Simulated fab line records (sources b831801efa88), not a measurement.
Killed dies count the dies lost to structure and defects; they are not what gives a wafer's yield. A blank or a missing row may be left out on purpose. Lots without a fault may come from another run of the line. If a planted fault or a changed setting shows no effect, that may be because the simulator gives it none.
Struck lot and sound lot, side by side	flow gf180mcu	15 steps out of a route of 602
Sound: these wafers, L600.2, L600.3, L600.4. Wafers L603.1, L603.2, L603.4 were the ones struck. At the end, the cause is stated.
Each step with rows lists, per side, the tool, then ch with its chambers, then its first start. Under that, the readings that differ: sound wafers	struck wafers	difference of the means	sigmas: that difference in standard deviations of wafers without a fault.
alike: readings with means less than 2 such deviations apart, plus words and numbers identical on both sides. not compared: withheld readings, readings lacking a value on some wafer, bounds such as >300 that could conceal the same value, and numbers that have no deviation in the record and whose values overlap.
A row with sigmas, a row that says differs or no value, or rows on one side alone: a step with any of these is where the two part. Numbers that don't overlap but have no deviation are shown without sigmas and don't part them. A reading missing from all wafers of one side parts the sides only when that side holds two or more wafers.

first, 2 steps without rows for these wafers: GF_HV_LDD_PEB_44; GF_HV_LDD_DEVELOP_45 (develop time 61.27 s).
GF_HV_LDD_CD_MEAS_46 targets a cd of 400 nm.
  sound on cd-sem-02, day 14 00:28; struck on cd-sem-02, day 14 15:20
  alike: cd-nm
GF_HV_LDD_OVL_MEAS_47:
  sound on overlay-02, day 14 00:34; struck on overlay-01, day 14 15:27
  alike: HV_LDD_03_OVL
next, for these wafers, 1 step has no rows: GF_HV_LDD_IMPLANT_48.
GF_HV_LDD_STRIP_49: strips in O2/N2.
  sound on plasma-asher-01 ch 0,1, day 14 00:44; struck on plasma-asher-02 ch 0,1, day 14 15:38
  alike: drypump-motor-current-A, heater-power-w, o2-flow-sccm, oes-product-au, strip-time-to-endpoint-s
  not compared: rf-hours-counter-h
GF_HV_LDD_TW_MEAS_50:
  sound on film-metro-04, day 14 00:51; struck on film-metro-01, day 14 15:44
  alike: HV_LDD_4_TW
then, 1 step without rows for these wafers: GF_HV_LDD_CLEAN_51 (cleans in SC1/SC2, time 150 s).
GF_HV_LDD_RTA_52: time 10 s.
  sound on rtp-anneal-01 ch 0, day 14 00:58; struck on rtp-anneal-01 ch 0, day 14 15:51
  alike: lamp-power-pct, wafer_temp_C_max
then, 1 step without rows for these wafers: GF_HV_LDD_CVD_54 (deposits SiO2 from TEOS, target thk 10 nm, time 75 s).
GF_HV_LDD_THK_MEAS_55:
  sound on film-metro-02, day 14 02:10; struck on film-metro-04, day 14 17:03
  alike: HV_LDD_CVD_54_THK
GF_HV_LDD_CVD_56: deposits Si3N4 from DCS/NH3, target thk 90 nm, time 1543 s.
  sound on lpcvd-01 ch 1, day 14 02:13; struck on lpcvd-02 ch 1, day 14 17:07
reading	sound	struck	difference	sigmas
susceptor-temp-C (C)	770.3 770.3 769.5	771.9 771.4 771.4	+1.5	+5
model.Si3N4_of_HV_LDD_CVD_56.thk-nm (nm)	89.08 88.84 89.87	90.23 91.65 91.73	+1.94	
  alike: pressure-mtorr
GF_HV_LDD_THK_MEAS_57:
  sound on film-metro-01, day 14 03:40; struck on film-metro-01, day 14 18:32
reading	sound	struck	difference	sigmas
HV_LDD_CVD_56_THK (nm)	89.1 88.9 89.9	90.3 91.6 91.7	+1.9	+2
GF_HV_LDD_ETCHBACK_58: etches Si3N4 in CH3F/O2, stops on SiO2, time 100 s, target depth 90 nm.
  sound on rie-diel-04 ch 0,2,3, day 14 03:43; struck on rie-diel-04 ch 0,2,3, day 14 18:36
reading	sound	struck	difference	sigmas
model.etch.depth-nm (nm)	89.08 88.84 89.87	90.23 91.65 91.73	+1.94	
  alike: drypump-motor-current-A, oes-product-au, throttle-valve-pct
  not compared: rf-hours-counter-h
then, 1 step without rows for these wafers: GF_NSD_DEHYDRATE_00 (time 60 s).

== WHERE THEY PART ==
At GF_HV_LDD_CVD_56 first; at GF_HV_LDD_THK_MEAS_57 last (within this record only). Later steps at which nothing parts them and some readings are alike: GF_HV_LDD_ETCHBACK_58.

WHY: what the simulator had put in
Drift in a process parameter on lpcvd-02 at GF_HV_LDD_CVD_56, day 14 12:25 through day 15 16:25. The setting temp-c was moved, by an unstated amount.
